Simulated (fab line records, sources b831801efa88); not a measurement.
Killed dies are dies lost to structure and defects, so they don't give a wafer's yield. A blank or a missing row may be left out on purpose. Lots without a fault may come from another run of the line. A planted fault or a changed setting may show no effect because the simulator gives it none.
One fault seen from 2 desks | flow sky130 | each desk has only its own numbers; what lay behind them comes last

THE TOOL OWNER'S DESK: pvd_sputter-04
The tool's own readings at SKY_LOCAL_INTERCONNECT_SPUTTER_00 (material TiN, target thk 100 nm, time 83.3 s): means of the sampled wafers that have a number, for each lot that ran on this tool. A lot is out of limits, marked OUT, if its mean lies more than 4 standard deviations from the usual mean; the brackets give that distance.
Columns: A = cathode_dc_power_W at SKY_LOCAL_INTERCONNECT_SPUTTER_00, usual 6499.9 W; B = throttle_valve_pct at SKY_LOCAL_INTERCONNECT_SPUTTER_00, usual 30.0 %
lot  | first seen here | A      | B
L944 | day 30 06:32    | 6500.2 | 31.4
L949 | day 32 10:31    | 6499.8 | 30.7
L960 | day 35 16:38    | 6499.9 | 31.6
L961 | day 36 05:20    | 6499.2 | 31.1
This desk's finding: nothing out of limits on any of the 4 lots.

THE METROLOGY DESK
What the gauges read, lot by lot, whatever tool the lot ran on: means of the sampled wafers that have a number. A lot is out of limits, marked OUT, if its mean lies more than 4 standard deviations from the usual mean; the brackets give that distance.
Columns: A = LOCAL_INTERCONNECT_TIN_RS at SKY_LOCAL_INTERCONNECT_RS_MEAS_01, usual 14.09 ohm/sq; B = LOCAL_INTERCONNECT_TIN_THK at SKY_LOCAL_INTERCONNECT_THK_MEAS_02, usual 100.4 nm; C = CONTACT_BOW at SKY_CONTACT_BOW_MEAS_05, usual 83 um
lot  | first seen here | A     | B     | C
L943 | day 29 23:33    | 14.25 | 99.9  | 88
L944 | day 30 06:35    | 14.08 | 100.2 | 83
L945 | day 30 18:01    | 14.05 | 100.8 | 78
L949 | day 32 10:36    | 13.66 | 103.2 | 86
L957 | day 34 22:12    | 14.09 | 100.6 | 78
L959 | day 35 05:02    | 13.84 | 101.9 | 83
L960 | day 35 16:44    | 13.97 | 101.3 | 71
L961 | day 36 05:26    | 14.04 | 100.3 | 82
L962 | day 36 08:08    | 14.14 | 99.4  | 77
L963 | day 36 15:31    | 14.04 | 100.1 | 85
This desk's finding: nothing out of limits on any of the 10 lots.

PUT TOGETHER
The tool owner's desk saw nothing out of limits.
The metrology desk saw nothing out of limits.

WHAT THE SIMULATOR HAD PUT IN
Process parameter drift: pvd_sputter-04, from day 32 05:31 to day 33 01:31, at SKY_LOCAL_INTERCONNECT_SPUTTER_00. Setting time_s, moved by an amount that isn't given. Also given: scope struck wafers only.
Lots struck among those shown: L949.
